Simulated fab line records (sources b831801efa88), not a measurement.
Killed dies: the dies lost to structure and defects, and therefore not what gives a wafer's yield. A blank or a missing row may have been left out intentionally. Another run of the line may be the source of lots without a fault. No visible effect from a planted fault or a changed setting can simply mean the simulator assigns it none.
Which tool is to blame? | flow sky130 | 27 wafers sampled from 9 lots at 1 step of a route of 708

## WHAT THE GAUGES SHOWED, per wafer
SKY_VIA2_RS_MEAS_22: measures by four-point-probe.
lot  | measured     | on            | VIA2_W_RS (ohm/sq)
L612 | day 37 05:25 | film-metro-03 | 0.270 0.268 0.274
L618 | day 39 06:14 | film-metro-03 | 0.270 0.271 0.274
L621 | day 40 01:14 | film-metro-04 | 0.269 0.273 0.275
L622 | day 40 08:02 | film-metro-04 | 0.268 0.273 0.268
L623 | day 40 16:13 | film-metro-01 | 0.266 0.267 0.270
L630 | day 42 05:19 | film-metro-04 | 0.274 0.274 0.272
L631 | day 42 11:37 | film-metro-04 | 0.272 0.278 0.270
L632 | day 42 22:08 | film-metro-03 | 0.274 0.277 0.274
L633 | day 43 01:31 | film-metro-04 | 0.272 0.273 0.274

## TOOL THAT RAN EACH LOT (tool first, then ch and the chambers of the sampled wafers, then the start)
There is no process step in the record ahead of these readings.

## THE ANSWER, worked out from the rows above alone
Rule: what is usual is taken from the lots themselves. Put in order of their means at a reading, lots are off if they are a third of the lots or fewer, leave a main group of 4 or more, and stand apart from it by a gap of 3 or more times the standard deviation of the main group's means; of several such gaps the widest counts. Not used: any main group whose means are identical at the precision the tables above print for the reading. A lot without any number at a reading at which 4 lots or more have one is off too. The other lots that the step has rows for count as sound.
Nothing can be told from this: no lot is off at any reading shown.

## WHAT THE SIMULATOR HAD PUT IN
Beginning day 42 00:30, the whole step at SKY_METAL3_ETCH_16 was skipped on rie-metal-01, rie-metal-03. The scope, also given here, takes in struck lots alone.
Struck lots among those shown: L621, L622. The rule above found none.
